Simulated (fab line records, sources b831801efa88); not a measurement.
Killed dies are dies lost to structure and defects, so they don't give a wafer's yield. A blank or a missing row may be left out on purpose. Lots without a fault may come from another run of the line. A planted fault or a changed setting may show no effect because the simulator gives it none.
fab line records | flow gf180mcu
record lots=5 wafers=15 last_day=34
route steps=602 shown M5@535 V5@540 TOP_METAL@567
lots that met no fault: from a run of the same line without faults
start_h: hours from the record's first day to the start of the lot's first wafer shown | wait_h: hours since the lot's step before | " the same as in the row above | L1.1+2: a row that stands for several wafers | - no value, or no start given | * or withheld: withheld | < > ~ a bound
route shown NAME@n: a module of which the file shows steps, and the number in the route of the first | usual: mean/standard deviation of fault-free wafers | same: alike in all rows | chamber/n: place in a boat | sites: the reading at each site | _std_site: their standard deviation | _edge_site: outer sites' mean less inner sites' | radius_mm: how far each site lies from the wafer's centre | mask NAME#n: copy n | behind: the tool/chamber that last shaped the wafer | hold: why the lot was held/for how many hours/how that ended | device: the transistor (n, p or np) that didn't switch | end of line: the same wafers' tests at the end of the route | a step without rows: its recipe alone | killed: dies lost to structure and defects at the first sort, not the wafer's yield | map: a wafer's dies, x killed, . not, _ none there
set.NAME: the setting as run; set.NAME@STEP: as run at that earlier step | model.NAME: the simulator's own value behind a step, which no gauge read
lots at some steps of the route; a table a step, a row a wafer
services: from which hour (start_h, from the record's first day; less than 0 if before it) a tool's chamber was out of use, for how many hours, and why
## steps
# step GF_M5_ETCH_09
# recipe chemistry=CF4/O2 target=Si3N4 target_depth_nm=52 source_w=800 bias_w=150 pressure_mtorr=150 cf4_flow_sccm=80 O2_flow_sccm=10 time_s=11.6
# usual O2_flow_sccm=9.999/0.028 drypump_motor_current_A=5.7/0.49 oes_product_au=0.999/0.0095 throttle_valve_pct=5.970/0.0098
# columns lot.wafer tool chamber start_h wait_h O2_flow_sccm drypump_motor_current_A oes_product_au rf_hours_counter_h throttle_valve_pct
L088.1 rie_diel-04 1 718.84 0.0 9.988 6.2 1.001 15 5.967
L088.3 " 2 " " 10.029 5.8 1.003 19 5.971
L088.5 " 0 " " 9.999 5.2 1.017 - 5.962
L090.2 rie_diel-01 3 726.99 0.0 10.005 6.1 0.983 39 5.979
L090.4 " 0 " " 10.036 5.3 0.991 9 5.956
L090.5 " 1 " " 9.966 4.7 0.992 - 5.965
L091.1 rie_diel-01 0 731.59 0.0 10.049 5.3 0.991 9 5.986
L091.4 " 1 " " 10.026 4.7 0.999 5 5.965
L091.6 " 2 " " 9.993 5.8 1.002 - 5.976
L093.2 rie_diel-04 0 743.13 0.0 9.995 5.2 1.010 8 5.973
L093.4 " 1 " " 9.982 6.1 1.002 16 5.980
L093.6 " 2 " " 9.991 5.8 1.016 - 5.966
L095.3 rie_diel-04 3 754.48 0.0 10.016 5.3 1.003 30 5.995
L095.4 " 1 " " 9.962 6.2 1.015 17 5.960
L095.5 " 1 " " 9.973 6.1 1.008 - 5.971
# step GF_M5_METAL_ETCH_10
# recipe chemistry=Cl2/BCl3 mask_material=KrF target_depth_nm=627.5 stop_on=SiO2 pressure_mtorr=8 icp_w=800 bias_w=140 Cl2_flow_sccm=80 bcl3_flow_sccm=40 time_s=104.6
# usual drypump_motor_current_A=5.9/0.45 oes_product_au=0.972/0.0059 throttle_valve_pct=28.250/0.0096
# columns lot.wafer tool chamber start_h wait_h drypump_motor_current_A oes_product_au rf_hours_counter_h throttle_valve_pct
L088.1 rie_metal-04 1 718.86 0.0 5.1 0.966 6.1 28.267
L088.3 " 1 " " 5.1 0.970 - 28.260
L088.5 " 1 " " 5.1 0.975 - 28.252
L090.2 rie_metal-04 0 727.01 0.0 6.2 0.970 4.5 28.252
L090.4 " 1 " " 5.1 0.975 - 28.243
L090.5 " 1 " " 5.1 0.974 - 28.260
L091.1 rie_metal-01 0 731.61 0.0 6.0 0.971 4.4 28.249
L091.4 " 1 " " 6.2 0.982 - 28.261
L091.6 " 0 " " 6.0 0.970 - 28.254
L093.2 rie_metal-04 1 743.15 0.0 5.1 0.973 7.1 28.233
L093.4 " 0 " " 6.2 0.974 - 28.253
L093.6 " 1 " " 5.1 0.961 - 28.255
L095.3 rie_metal-04 1 754.54 0.0 5.1 0.968 - 28.236
L095.4 " 0 " " 6.2 0.967 - 28.233
L095.5 " 0 " " 6.2 0.980 - 28.235
# step GF_M5_STRIP_11
# recipe chemistry=O2/N2 power_w=1400 pressure_mtorr=1500 platen_temp_c=250 o2_flow_sccm=3000 n2_flow_sccm=300 overash_fraction=0.5
# usual drypump_motor_current_A=5.5/0.52 heater_power_w=313/25 oes_product_au=0.544/0.0051 strip_time_to_endpoint_s=7.54/0.048
# columns lot.wafer tool chamber start_h wait_h drypump_motor_current_A heater_power_w oes_product_au rf_hours_counter_h strip_time_to_endpoint_s
L088.1 plasma_asher-02 1 718.98 0.1 5.3 300 0.544 66 7.58
L088.3 " 1 " " 5.3 302 0.547 - 7.62
L088.5 " 0 " " 5.1 292 0.544 - 7.57
L090.2 plasma_asher-02 0 727.13 0.1 5.0 290 0.551 67 7.58
L090.4 " 1 " " 5.3 301 0.554 - 7.63
L090.5 " 1 " " 5.3 300 0.554 - 7.63
L091.1 plasma_asher-02 0 731.72 0.1 5.1 285 0.545 68 7.53
L091.4 " 0 " " 5.1 290 0.542 - 7.53
L091.6 " 1 " " 5.3 295 0.543 - 7.48
L093.2 plasma_asher-04 0 743.26 0.1 5.8 365 0.545 37 7.57
L093.4 " 1 " " 5.7 310 0.540 - 7.57
L093.6 " 0 " " 5.8 361 0.538 - 7.60
L095.3 plasma_asher-02 1 754.65 0.1 5.3 298 0.540 - 7.64
L095.4 " 0 " " 5.1 288 0.538 - 7.55
L095.5 " 0 " " 5.1 288 0.550 - 7.57
# step GF_M5_STRIP_12
# recipe chemistry=post_etch_residue_remover time_s=1200 temp_c=72.5
# columns lot.wafer tool chamber start_h wait_h
L088.1+3+5 wet_bench-01 0 719.08 0.1
L090.2+4+5 wet_bench-01 3 727.23 0.1
L091.1+4+6 wet_bench-03 3 731.82 0.1
L093.2+4+6 wet_bench-01 0 743.36 0.1
L095.3+4+5 wet_bench-02 2 754.76 0.1
# step GF_M5_CLEAN_13
# recipe chemistry=DIW dry=n2_spin
# columns lot.wafer tool chamber start_h wait_h
L088.1+3+5 wet_bench-01 1 719.52 0.0
L090.2+4+5 wet_bench-01 3 727.67 0.0
L091.1+4+6 wet_bench-03 3 732.16 0.0
L093.2+4+6 wet_bench-02 1 743.77 0.0
L095.3+4+5 wet_bench-01 0 755.10 0.0
# step GF_V5_CVD_00
# recipe material=SiO2 target_thk_nm=300 sigma_open_frac=0.3 temp_c=400 time_s=50 sih4_flow_sccm=60 pressure_mtorr=6
# columns lot.wafer tool chamber start_h wait_h
L088.1+3+5 hdpcvd-01 1,2,1 719.64 0.0
L090.2+4+5 hdpcvd-02 2,2,0 727.79 0.0
L091.1+4+6 hdpcvd-02 1,2,0 732.25 0.0
L093.2+4+6 hdpcvd-01 0,2,1 743.86 0.0
L095.3+4+5 hdpcvd-01 1,2,0 755.20 0.0
# step GF_V5_THK_MEAS_01
# recipe reads=SiO2_of_V5_CVD_00
# usual V5_CVD_00_THK=301/3.5
# columns lot.wafer tool chamber start_h wait_h V5_CVD_00_THK[nm]
L088.1 film_metro-02 - 719.68 0.0 302
L088.3 " - " " 307
L088.5 " - " " 302
L090.2 film_metro-02 - 727.84 0.0 296
L090.4 " - " " 298
L090.5 " - " " 301
L091.1 film_metro-01 - 732.36 0.1 303
L091.4 " - " " 300
L091.6 " - " " 301
L093.2 film_metro-02 - 743.92 0.0 305
L093.4 " - " " 307
L093.6 " - " " 306
L095.3 film_metro-03 - 755.27 0.0 298
L095.4 " - " " 302
L095.5 " - " " 301
# step GF_V5_CVD_02
# recipe material=SiO2 target_thk_nm=1450 precursor=TEOS temp_c=400 time_s=163.28 rf_w=600
# usual heater_power_w=654/85
# columns lot.wafer tool chamber start_h wait_h heater_power_w
L088.1 pecvd-02 0 719.74 0.1 579
L088.3 " 2 " " 756
L088.5 " 0 " " 634
L090.2 pecvd-03 1 727.89 0.0 799
L090.4 " 1 " " 646
L090.5 " 0 " " 891
L091.1 pecvd-04 2 732.42 0.1 630
L091.4 " 1 " " 748
L091.6 " 0 " " 599
L093.2 pecvd-02 1 743.97 0.0 559
L093.4 " 0 " " 512
L093.6 " 1 " " 611
L095.3 pecvd-02 2 755.31 0.0 731
L095.4 " 2 " " 609
L095.5 " 1 " " 651
# step GF_V5_THK_MEAS_03
# recipe reads=SiO2_of_V5_CVD_02
# usual V5_CVD_02_THK=1448/21
# columns lot.wafer tool chamber start_h wait_h V5_CVD_02_THK[nm]
L088.1 film_metro-03 - 719.85 0.1 1441
L088.3 " - " " 1481
L088.5 " - " " 1470
L090.2 film_metro-01 - 728.01 0.1 1407
L090.4 " - " " 1429
L090.5 " - " " 1433
L091.1 film_metro-01 - 732.52 0.1 1418
L091.4 " - " " 1443
L091.6 " - " " 1429
L093.2 film_metro-02 - 744.08 0.1 1463
L093.4 " - " " 1450
L093.6 " - " " 1507
L095.3 film_metro-02 - 755.44 0.1 1451
L095.4 " - " " 1472
L095.5 " - " " 1493
# step GF_V5_CMP_04
# recipe material=SiO2 down_force_psi=4 platen_rpm=60 pad_velocity_m_s=0.94248
# usual motor_current_A=11.8/1.3 retaining_ring_pressure_frac=1.000/0.0055
# columns lot.wafer tool chamber start_h wait_h motor_current_A retaining_ring_pressure_frac
L088.3 cmp-01 2 719.91 0.0 11.1 0.998
L088.1 " 1 " " 14.2 0.995
L088.5 " 2 " " 9.9 0.997
L090.2 cmp-02 2 728.06 0.0 12.5 0.997
L090.4 " 1 " " 10.1 1.006
L090.5 " 2 " " 12.3 0.999
L091.1 cmp-02 2 732.67 0.1 11.6 1.005
L091.4 " 0 " " 11.8 1.001
L091.6 " 3 " " 12.1 1.000
L093.2 cmp-01 1 748.81 4.7 13.6 0.997
L093.4 " 2 " " 11.0 0.996
L093.6 " 1 " " 13.9 1.004
L095.4 cmp-01 1 755.53 0.1 13.9 0.996
L095.3 " 3 " " 11.8 0.993
L095.5 " 1 " " 14.4 0.993
# step GF_V5_BOW_MEAS_05
# recipe mode=bow
# usual V5_BOW=130/8.5
# columns lot.wafer tool chamber start_h wait_h V5_BOW[um]
L088.1 film_metro-01 - 720.21 0.1 122
L088.3 " - " " 130
L088.5 " - " " 136
L090.2 film_metro-02 - 728.38 0.3 129
L090.4 " - " " 131
L090.5 " - " " 131
L091.1 film_metro-02 - 732.97 0.2 133
L091.4 " - " " 139
L091.6 " - " " 122
L093.2 film_metro-02 - 749.13 0.3 127
L093.4 " - " " 136
L093.6 " - " " 134
L095.3 film_metro-01 - 755.82 0.1 143
L095.4 " - " " 122
L095.5 " - " " 136
# step GF_V5_DEHYDRATE_06
# recipe temp_c=200 time_s=60
# usual heater_power_total_W=160.37/0.12 plate_temp_C=199.99/0.15
# columns lot.wafer tool chamber start_h wait_h heater_power_total_W plate_temp_C
L088.1 litho_track-03 0 728.32 8.1 160.51 199.71
L088.3 " 0 " " 160.60 199.93
L088.5 " 0 " " 160.43 199.84
L090.2 litho_track-04 0 736.76 8.4 160.39 200.08
L090.4 " 0 " " 160.38 199.75
L090.5 " 0 " " 160.57 199.72
L091.1 litho_track-03 0 741.17 8.2 160.30 200.09
L091.4 " 0 " " 160.34 200.04
L091.6 " 0 " " 160.39 199.89
L093.2 litho_track-03 0 754.70 5.5 160.25 200.24
L093.4 " 0 " " 160.20 199.94
L093.6 " 0 " " 160.24 199.68
L095.3 litho_track-03 0 763.92 8.1 160.30 200.15
L095.4 " 0 " " 160.47 199.83
L095.5 " 0 " " 160.34 199.81
# step GF_V5_HMDS_07
# recipe prime_time_s=60 prime_temp_c=120
# same prime_time_s=60
# columns lot.wafer tool chamber start_h wait_h
L088.1+3+5 litho_track-03 0 728.47 0.1
L090.2+4+5 litho_track-04 0 736.91 0.1
L091.1+4+6 litho_track-03 0 741.32 0.1
L093.2+4+6 litho_track-03 0 754.85 0.1
L095.3+4+5 litho_track-03 0 764.07 0.1
# step GF_V5_COAT_08
# recipe resist=BARC temp_c=withheld time_s=withheld spin_rpm=withheld resist_thk_nm=withheld
# columns lot.wafer tool chamber start_h wait_h
L088.1+3+5 litho_track-03 0 728.62 0.1
L090.2+4+5 litho_track-04 0 737.06 0.1
L091.1+4+6 litho_track-03 0 741.47 0.1
L093.2+4+6 litho_track-03 0 755.00 0.1
L095.3+4+5 litho_track-03 0 764.22 0.1
# step GF_V5_COAT_09
# recipe resist=KrF spin_rpm=withheld resist_thk_nm=1000
# columns lot.wafer tool chamber start_h wait_h
L088.1+3+5 litho_track-03 0 - -
L090.2+4+5 litho_track-04 0 - -
L091.1+4+6 litho_track-03 0 - -
L093.2+4+6 litho_track-03 0 - -
L095.3+4+5 litho_track-03 0 - -
# step GF_V5_SOFTBAKE_10
# recipe temp_c=130 time_s=60 resist=KrF
# usual heater_power_total_W=93.05/0.06 plate_temp_C=129.98/0.13
# columns lot.wafer tool chamber start_h wait_h heater_power_total_W plate_temp_C
L088.1 litho_track-03 0 - - 93.01 129.93
L088.3 " 0 " " 93.04 129.90
L088.5 " 0 " " 93.09 129.79
L090.2 litho_track-04 0 - - 93.13 130.10
L090.4 " 0 " " 93.04 130.28
L090.5 " 0 " " 93.11 129.95
L091.1 litho_track-03 0 - - 93.11 129.94
L091.4 " 0 " " 93.01 129.98
L091.6 " 0 " " 92.97 130.04
L093.2 litho_track-03 0 - - 93.07 130.01
L093.4 " 0 " " 93.07 130.08
L093.6 " 0 " " 93.01 130.09
L095.3 litho_track-03 0 - - 93.04 130.10
L095.4 " 0 " " 93.10 129.91
L095.5 " 0 " " 92.93 130.11
# step GF_V5_EXPOSE_11
# recipe mask_id=Via5 target_cd_nm=260 na=0.68 source_shape=conventional sigma_outer=0.6 dose_mj=38
# usual focus_offset_nm=0.1/0.47
# columns lot.wafer tool chamber start_h wait_h mask focus_offset_nm
L088.1 krf_scanner-02 0 - - Via5#0 0.6
L088.3 " 0 " " Via5#0 1.1
L088.5 " 0 " " Via5#0 0.2
L090.2 krf_scanner-02 0 - - Via5#0 0.4
L090.4 " 0 " " Via5#0 -0.1
L090.5 " 0 " " Via5#0 1.0
L091.1 krf_scanner-02 0 - - Via5#0 -0.4
L091.4 " 0 " " Via5#0 -0.4
L091.6 " 0 " " Via5#0 -0.5
L093.2 krf_scanner-01 0 - - Via5#0 0.6
L093.4 " 0 " " Via5#0 0.0
L093.6 " 0 " " Via5#0 0.4
L095.3 krf_scanner-02 0 - - Via5#0 -0.9
L095.4 " 0 " " Via5#0 0.4
L095.5 " 0 " " Via5#0 0.3
# step GF_V5_PEB_12
# recipe peb_temp_c=135 peb_time_s=90 resist=KrF
# usual heater_power_total_W=85.70/0.085 plate_temp_C=134.99/0.15
# columns lot.wafer tool chamber start_h wait_h heater_power_total_W plate_temp_C
L088.1 litho_track-01 0 - - 85.68 134.93
L088.3 " 0 " " 85.75 135.02
L088.5 " 0 " " 85.79 135.09
L090.2 litho_track-04 0 - - 85.73 134.96
L090.4 " 0 " " 85.70 135.20
L090.5 " 0 " " 85.68 134.87
L091.1 litho_track-03 0 - - 85.66 135.06
L091.4 " 0 " " 85.78 135.09
L091.6 " 0 " " 85.63 135.04
L093.2 litho_track-03 0 - - 85.71 135.02
L093.4 " 0 " " 85.70 135.02
L093.6 " 0 " " 85.73 135.22
L095.3 litho_track-03 0 - - 85.61 134.87
L095.4 " 0 " " 85.72 134.99
L095.5 " 0 " " 85.72 134.87
# step GF_V5_DEVELOP_13
# recipe develop_time_s=60 resist=KrF dev_temp_c=21
# columns lot.wafer tool chamber start_h wait_h
L088.1+3+5 litho_track-01 0 737.87 0.2
L090.2+4+5 litho_track-04 0 745.86 0.2
L091.1+4+6 litho_track-03 0 749.92 0.2
L093.2+4+6 litho_track-03 0 763.75 0.2
L095.3+4+5 litho_track-03 0 771.82 0.1
# step GF_V5_CD_MEAS_14
# recipe target_cd_nm=260
# usual cd_nm=259.8/1.5
# columns lot.wafer tool chamber start_h wait_h cd_nm
L088.1 cd_sem-02 - 738.02 0.1 261.8
L088.3 " - " " 260.9
L088.5 " - " " 260.6
L090.2 cd_sem-01 - 746.00 0.1 260.7
L090.4 " - " " 260.6
L090.5 " - " " 260.4
L091.1 cd_sem-01 - 750.07 0.1 261.4
L091.4 " - " " 261.1
L091.6 " - " " 261.8
L093.2 cd_sem-02 - 763.89 0.1 259.2
L093.4 " - " " 259.0
L093.6 " - " " 259.3
L095.3 cd_sem-01 - 771.96 0.1 256.8
L095.4 " - " " 256.7
L095.5 " - " " 257.8
# step GF_V5_OVL_MEAS_15
# usual V5_OVL=-3/5.2
# columns lot.wafer tool chamber start_h wait_h V5_OVL[nm]
L088.1 overlay-01 - 738.14 0.1 -2
L088.3 " - " " -12
L088.5 " - " " -6
L090.2 overlay-01 - 746.11 0.1 0
L090.4 " - " " -6
L090.5 " - " " 0
L091.1 overlay-01 - 750.19 0.1 -7
L091.4 " - " " 0
L091.6 " - " " -3
L093.2 overlay-02 - 764.00 0.1 -1
L093.4 " - " " -11
L093.6 " - " " -19
L095.3 overlay-01 - 772.05 0.1 3
L095.4 " - " " -5
L095.5 " - " " -8
# step GF_V5_ETCH_16
# recipe chemistry=N2/H2 target_depth_a=withheld overetch_a=withheld time_s=withheld target=BARC ion_energy_ev=200 source_w=500 bias_w=100 pressure_mtorr=30 n2_flow_sccm=100 h2_flow_sccm=200
# usual drypump_motor_current_A=5.7/0.53 oes_product_au=0.855/0.0045 throttle_valve_pct=13.225/0.0094
# columns lot.wafer tool chamber start_h wait_h drypump_motor_current_A oes_product_au throttle_valve_pct
L088.1 rie_diel-04 0 738.17 0.0 5.2 0.848 13.233
L088.3 " 2 " " 5.8 0.853 13.222
L088.5 " 0 " " 5.2 0.850 13.222
L090.2 rie_diel-03 3 746.14 0.0 5.7 0.862 13.234
L090.4 " 2 " " 5.4 0.848 13.221
L090.5 " 0 " " 6.6 0.848 13.232
L091.1 rie_diel-04 3 750.23 0.0 5.3 0.859 13.222
L091.4 " 1 " " 6.1 0.851 13.223
L091.6 " 3 " " 5.3 0.854 13.216
L093.2 rie_diel-03 3 764.03 0.0 5.7 0.854 13.219
L093.4 " 0 " " 6.7 0.861 13.216
L093.6 " 1 " " 4.8 0.853 13.227
L095.3 rie_diel-02 3 772.08 0.0 5.4 0.860 13.225
L095.4 " 1 " " 5.9 0.862 13.223
L095.5 " 0 " " 6.3 0.858 13.230
# step GF_V5_ETCH_17
# recipe chemistry=C4F8/O2/Ar mask_material=KrF target=SiO2 stop_on=TiN source_w=1500 bias_w=1200 pressure_mtorr=40 c4f8_flow_sccm=withheld O2_flow_sccm=6 Ar_flow_sccm=300 time_s=withheld target_depth_a=8550
# usual oes_product_au=0.860/0.0046
# columns lot.wafer tool chamber start_h wait_h oes_product_au
L088.1 rie_diel-04 0 - - 0.857
L088.3 " 2 " " 0.856
L088.5 " 0 " " 0.866
L090.2 rie_diel-03 3 - - 0.867
L090.4 " 2 " " 0.868
L090.5 " 0 " " 0.860
L091.1 rie_diel-04 3 - - 0.859
L091.4 " 1 " " 0.857
L091.6 " 3 " " 0.852
L093.2 rie_diel-03 3 - - 0.851
L093.4 " 0 " " 0.865
L093.6 " 1 " " 0.852
L095.3 rie_diel-02 3 - - 0.861
L095.4 " 1 " " 0.863
L095.5 " 0 " " 0.862
# step GF_V5_STRIP_18
# recipe chemistry=O2/N2 power_w=1400 pressure_mtorr=1500 platen_temp_c=250 o2_flow_sccm=3000 n2_flow_sccm=300 overash_fraction=0.5
# usual drypump_motor_current_A=5.8/0.67 heater_power_w=314/21 oes_product_au=0.568/0.0049
# columns lot.wafer tool chamber start_h wait_h drypump_motor_current_A heater_power_w oes_product_au rf_hours_counter_h
L088.1 plasma_asher-01 0 738.33 - 6.1 289 0.565 101
L088.3 " 0 " " 6.1 288 0.572 -
L088.5 " 1 " " 6.2 327 0.565 -
L090.2 plasma_asher-03 1 746.29 - 4.9 317 0.565 0
L090.4 " 0 " " 6.8 359 0.572 -
L090.5 " 1 " " 5.0 321 0.560 -
L091.1 plasma_asher-03 1 750.38 - 5.0 324 0.569 1
L091.4 " 1 " " 4.9 317 0.561 -
L091.6 " 1 " " 4.9 311 0.572 -
L093.2 plasma_asher-03 0 764.18 - 6.8 360 0.576 2
L093.4 " 1 " " 4.9 318 0.560 -
L093.6 " 1 " " 5.0 318 0.568 -
L095.3 plasma_asher-01 1 772.26 - 6.2 330 0.574 -
L095.4 " 0 " " 6.1 296 0.571 -
L095.5 " 1 " " 6.2 327 0.563 -
# step GF_V5_STRIP_19
# recipe chemistry=post_etch_residue_remover time_s=1200 temp_c=72.5
# columns lot.wafer tool chamber start_h wait_h
L088.1+3+5 wet_bench-02 1 738.43 0.1
L090.2+4+5 wet_bench-03 1 746.39 0.1
L091.1+4+6 wet_bench-04 0 750.48 0.1
L093.2+4+6 wet_bench-04 1 764.28 0.1
L095.3+4+5 wet_bench-03 0 772.45 0.2
# step GF_V5_CLEAN_20
# recipe chemistry=DIW dry=n2_spin
# columns lot.wafer tool chamber start_h wait_h
L088.1+3+5 wet_bench-04 2 739.11 0.0
L090.2+4+5 wet_bench-03 2 746.74 0.0
L091.1+4+6 wet_bench-02 3 750.85 0.0
L093.2+4+6 wet_bench-02 2 764.62 0.0
L095.3+4+5 wet_bench-04 1 772.79 0.0
# step GF_V5_SPUTTER_21
# recipe material=Ti target_thk_nm=15 chamber_pressure_pa=5 power_w=2500 substrate_temp_c=200 time_s=80.02
# usual throttle_valve_pct=30.5/0.76
# columns lot.wafer tool chamber start_h wait_h throttle_valve_pct
L088.1 pvd_sputter-03 - 739.20 0.0 29.9
L088.3 " - " " 30.4
L088.5 " - " " 31.6
L090.2 pvd_sputter-02 - 746.83 0.0 32.0
L090.4 " - " " 29.2
L090.5 " - " " 32.3
L091.1 pvd_sputter-02 - 750.95 0.0 30.6
L091.4 " - " " 29.0
L091.6 " - " " 29.3
L093.2 pvd_sputter-03 - 764.71 0.0 31.6
L093.4 " - " " 30.3
L093.6 " - " " 30.1
L095.3 pvd_sputter-02 - 772.98 0.0 30.7
L095.4 " - " " 31.9
L095.5 " - " " 29.1
# step GF_V5_SPUTTER_22
# recipe material=TiN target_thk_nm=10 chamber_pressure_pa=5 power_w=4000 time_s=40
# usual throttle_valve_pct=30.5/0.72
# columns lot.wafer tool chamber start_h wait_h throttle_valve_pct
L088.1 pvd_sputter-03 - 739.26 0.0 29.6
L088.3 " - " " 30.6
L088.5 " - " " 31.5
L090.2 pvd_sputter-02 - 746.89 0.0 32.3
L090.4 " - " " 28.9
L090.5 " - " " 32.0
L091.1 pvd_sputter-02 - 751.01 0.0 30.8
L091.4 " - " " 29.1
L091.6 " - " " 29.1
L093.2 pvd_sputter-03 - 764.78 0.0 31.5
L093.4 " - " " 30.1
L093.6 " - " " 30.1
L095.3 pvd_sputter-02 - 773.04 0.0 30.8
L095.4 " - " " 31.8
L095.5 " - " " 28.8
# step GF_V5_CVD_23
# recipe material=W target_thk_nm=350 time_s=104.9 temp_c=400 pressure_torr=40
# usual chamber_pressure_Torr=40.00/0.089 heater_power_w=899/160
# columns lot.wafer tool chamber start_h wait_h chamber_pressure_Torr heater_power_w
L088.1 cvd_w-01 1 739.30 0.0 40.01 1161
L088.3 " 0 " " 40.02 964
L088.5 " 1 " " 40.04 1134
L090.2 cvd_w-02 0 746.93 0.0 40.16 713
L090.4 " 1 " " 40.14 804
L090.5 " 0 " " 40.14 718
L091.1 cvd_w-01 0 751.05 0.0 39.90 951
L091.4 " 1 " " 39.88 1136
L091.6 " 1 " " 40.10 1123
L093.2 cvd_w-01 0 764.81 0.0 39.92 957
L093.4 " 1 " " 40.09 1156
L093.6 " 0 " " 39.99 990
L095.3 cvd_w-01 1 773.12 0.1 40.08 1162
L095.4 " 0 " " 40.14 960
L095.5 " 0 " " 39.84 983
# step GF_V5_RS_MEAS_24
# recipe thk_meas_gauge=four-point-probe reads=W_of_V5_CVD_23+TiN_of_V5_SPUTTER_22+Ti_of_V5_SPUTTER_21
# usual V5_W_RS=0.328/0.0037
# columns lot.wafer tool chamber start_h wait_h V5_W_RS[ohm/sq]
L088.1 film_metro-02 - 739.41 0.1 0.324
L088.3 " - " " 0.326
L088.5 " - " " 0.319
L090.2 film_metro-02 - 747.06 0.1 0.334
L090.4 " - " " 0.331
L090.5 " - " " 0.338
L091.1 film_metro-03 - 751.16 0.1 0.329
L091.4 " - " " 0.324
L091.6 " - " " 0.320
L093.2 film_metro-03 - 764.95 0.1 0.326
L093.4 " - " " 0.321
L093.6 " - " " 0.333
L095.3 film_metro-02 - 773.23 0.1 0.326
L095.4 " - " " 0.329
L095.5 " - " " 0.331
# step GF_V5_THK_MEAS_25
# recipe thk_meas_gauge=xrf reads=W_of_V5_CVD_23
# usual V5_W_THK=347/5.6
# columns lot.wafer tool chamber start_h wait_h V5_W_THK[nm]
L088.1 film_metro-02 - 739.53 0.1 348
L088.3 " - " " 346
L088.5 " - " " 353
L090.2 film_metro-02 - 747.17 0.1 340
L090.4 " - " " 345
L090.5 " - " " 335
L091.1 film_metro-03 - 751.28 0.1 352
L091.4 " - " " 357
L091.6 " - " " 360
L093.2 film_metro-03 - 765.06 0.1 355
L093.4 " - " " 359
L093.6 " - " " 349
L095.3 film_metro-02 - 773.33 0.1 347
L095.4 " - " " 344
L095.5 " - " " 342
# step GF_V5_CMP_26
# recipe stop_on=SiO2 down_force_psi=3.5 platen_rpm=60 t_overpolish_s=15 target_thk_nm=0 pad_velocity_m_s=0.94248
# usual motor_current_A=10.6/1 overpolish_run_s=14.999/0.0093 retaining_ring_pressure_frac=1.000/0.0052 time_to_endpoint_s=85/4.3
# same t_overpolish_s=15
# columns lot.wafer tool chamber start_h wait_h motor_current_A overpolish_run_s retaining_ring_pressure_frac time_to_endpoint_s
L088.3 cmp-02 3 739.69 0.1 11.2 15.011 0.999 88
L088.1 " 0 " " 10.1 14.993 1.004 88
L088.5 " 2 " " 10.6 15.003 1.003 95
L090.4 cmp-01 3 749.71 2.5 10.4 15.005 0.996 77
L090.2 " 1 " " 13.5 14.994 0.999 78
L090.5 " 0 " " 10.6 14.992 0.997 77
L091.1 cmp-02 0 751.58 0.3 10.1 14.993 0.996 84
L091.4 " 1 " " 9.3 14.971 1.006 81
L091.6 " 0 " " 10.1 14.995 0.995 82
L093.2 cmp-02 3 765.11 0.0 11.3 15.004 1.004 87
L093.4 " 2 " " 10.6 14.998 1.011 94
L093.6 " 3 " " 11.3 15.010 1.012 84
L095.3 cmp-02 1 773.37 0.0 9.0 15.001 0.995 86
L095.4 " 3 " " 11.6 14.999 0.997 88
L095.5 " 1 " " 9.4 14.998 0.997 87
# step GF_TOP_METAL_SPUTTER_00
# recipe material=Ti target_thk_nm=37.5 arriving_ion_energy_ev=80 substrate_temp_c=200 chamber_pressure_pa=2 power_w=4000 time_s=150
# usual throttle_valve_pct=30.6/1.3
# columns lot.wafer tool chamber start_h wait_h throttle_valve_pct
L088.1 pvd_sputter-04 - 739.89 0.1 31.2
L088.3 " - " " 32.2
L088.5 " - " " 30.1
L090.2 pvd_sputter-02 - 750.01 0.1 32.0
L090.4 " - " " 31.4
L090.5 " - " " 30.9
L091.1 pvd_sputter-02 - 751.90 0.3 30.7
L091.4 " - " " 28.9
L091.6 " - " " 30.8
L093.2 pvd_sputter-02 - 765.41 0.2 29.0
L093.4 " - " " 31.2
L093.6 " - " " 30.4
L095.3 pvd_sputter-04 - 773.67 0.2 31.8
L095.4 " - " " 32.3
L095.5 " - " " 27.7
# step GF_TOP_METAL_SPUTTER_01
# recipe material=TiN target_thk_nm=30 power_w=6500 time_s=25 chamber_pressure_pa=0.4
# usual throttle_valve_pct=30.6/1.3
# columns lot.wafer tool chamber start_h wait_h throttle_valve_pct
L088.1 pvd_sputter-04 - 739.99 0.1 31.1
L088.3 " - " " 32.3
L088.5 " - " " 30.2
L090.2 pvd_sputter-02 - 750.11 0.1 32.1
L090.4 " - " " 31.1
L090.5 " - " " 31.0
L091.1 pvd_sputter-02 - 752.00 0.1 30.7
L091.4 " - " " 29.2
L091.6 " - " " 31.0
L093.2 pvd_sputter-02 - 765.51 0.1 29.1
L093.4 " - " " 31.2
L093.6 " - " " 30.6
L095.3 pvd_sputter-04 - 773.77 0.1 32.2
L095.4 " - " " 32.2
L095.5 " - " " 27.5
# step GF_TOP_METAL_SPUTTER_02
# recipe material=AlCu target_thk_nm=900 power_w=10600 chamber_pressure_pa=0.3 substrate_temp_c=250 gas=Ar time_s=47.82
# usual throttle_valve_pct=30.6/1.3
# columns lot.wafer tool chamber start_h wait_h throttle_valve_pct
L088.1 pvd_sputter-04 - 740.02 0.0 30.9
L088.3 " - " " 32.3
L088.5 " - " " 30.0
L090.2 pvd_sputter-02 - 750.14 0.0 32.3
L090.4 " - " " 31.1
L090.5 " - " " 30.7
L091.1 pvd_sputter-02 - 752.04 0.0 30.5
L091.4 " - " " 29.2
L091.6 " - " " 30.7
L093.2 pvd_sputter-02 - 765.54 0.0 28.9
L093.4 " - " " 31.3
L093.6 " - " " 30.6
L095.3 pvd_sputter-04 - 773.80 0.0 32.3
L095.4 " - " " 32.1
L095.5 " - " " 27.6
## services
# columns tool chamber start_h hours kind
pvd_sputter-04 - 695.28 1.6 repair
cmp-01 - 708.03 6.6 pm
krf_scanner-01 - 712.70 0.8 pm
rie_diel-02 0 714.78 2.6 repair
pecvd-04 - 714.80 2.1 repair
pecvd-03 - 715.38 2.8 pm
rie_diel-04 2 720.77 7.6 repair
pecvd-03 - 721.56 0.3 repair
krf_scanner-01 - 724.75 4.0 pm
rie_diel-03 2 730.22 3.7 repair
plasma_asher-03 - 733.75 9.0 pm
rie_diel-03 - 734.33 0.5 repair
krf_scanner-01 - 734.58 1.3 pm
hdpcvd-02 2 734.89 23.2 repair
rie_diel-02 3 742.84 6.0 repair
cmp-02 - 744.28 4.0 pm
pvd_sputter-03 - 749.64 9.4 repair
rie_diel-03 0 753.48 2.7 repair
cmp-01 - 760.83 2.3 repair
cmp-01 - 764.88 3.6 repair
krf_scanner-02 - 768.24 0.8 pm
rie_diel-02 - 768.26 0.3 repair
krf_scanner-02 - 772.61 1.0 pm
hdpcvd-02 0 773.09 5.7 repair
## key
fault none
